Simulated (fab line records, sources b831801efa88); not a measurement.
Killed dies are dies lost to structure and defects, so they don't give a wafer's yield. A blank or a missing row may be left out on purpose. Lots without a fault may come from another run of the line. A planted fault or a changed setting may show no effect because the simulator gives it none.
Which tool did it? | flow sky130 | 12 lots, 36 wafers sampled, at 1 step of a route of 708

WHAT THE GAUGES READ, wafer by wafer
SKY_LOCAL_INTERCONNECT_CD_MEAS_11: target cd 170 nm.
lot  | measured     | on        | cd_nm (nm)
L207 | day 30 14:15 | cd_sem-02 | 168.4 168.9 168.3
L209 | day 30 21:28 | cd_sem-02 | 173.6 172.1 171.5
L211 | day 30 23:22 | cd_sem-02 | 169.1 170.1 170.1
L210 | day 31 12:42 | cd_sem-01 | 168.1 167.5 167.1
L212 | day 31 16:18 | cd_sem-01 | 171.8 171.8 171.3
L215 | day 32 22:34 | cd_sem-01 | 171.5 172.3 171.8
L218 | day 33 16:34 | cd_sem-01 | 170.7 169.2 169.8
L219 | day 33 23:06 | cd_sem-02 | 169.6 170.6 169.7
L225 | day 35 22:46 | cd_sem-02 | 168.7 170.9 170.6
L228 | day 36 22:19 | cd_sem-01 | 169.6 169.2 170.6
L229 | day 37 05:20 | cd_sem-01 | 172.3 170.5 171.4
L230 | day 37 21:16 | cd_sem-01 | 168.6 169.9 169.3

WHICH TOOL RAN EACH LOT (tool, then ch and the chambers of the sampled wafers, then the start)
The record holds no process step before these readings.

WHAT THE TOOLS THEMSELVES READ (means of the sampled wafers that have a number; where no wafer has one, the mark that the record gives instead)
The record holds no such reading with a usual standard deviation.

THE ANSWER, worked out from the rows above alone
Rule: what is usual is taken from the lots themselves. Put in order of their means at a reading, lots are off if they are a third of the lots or fewer, leave a main group of 4 or more, and stand apart from it by a gap of 3 or more times the standard deviation of the main group's means; of several such gaps the widest counts. A main group whose means are all the same, to the digits that the tables above print for the reading, isn't used. A lot without any number at a reading at which 4 lots or more have one is off too. The other lots that the step has rows for count as sound. The gauges are gone through in route order, then the tools' own readings, and for those a lot's mean is taken as printed above. The first step at which some lot is off is used, and at that step the reading that is off furthest; a lot without a number counts as furthest.
No lot is off at any reading shown: from this, nothing can be told.

WHAT THE SIMULATOR HAD PUT IN
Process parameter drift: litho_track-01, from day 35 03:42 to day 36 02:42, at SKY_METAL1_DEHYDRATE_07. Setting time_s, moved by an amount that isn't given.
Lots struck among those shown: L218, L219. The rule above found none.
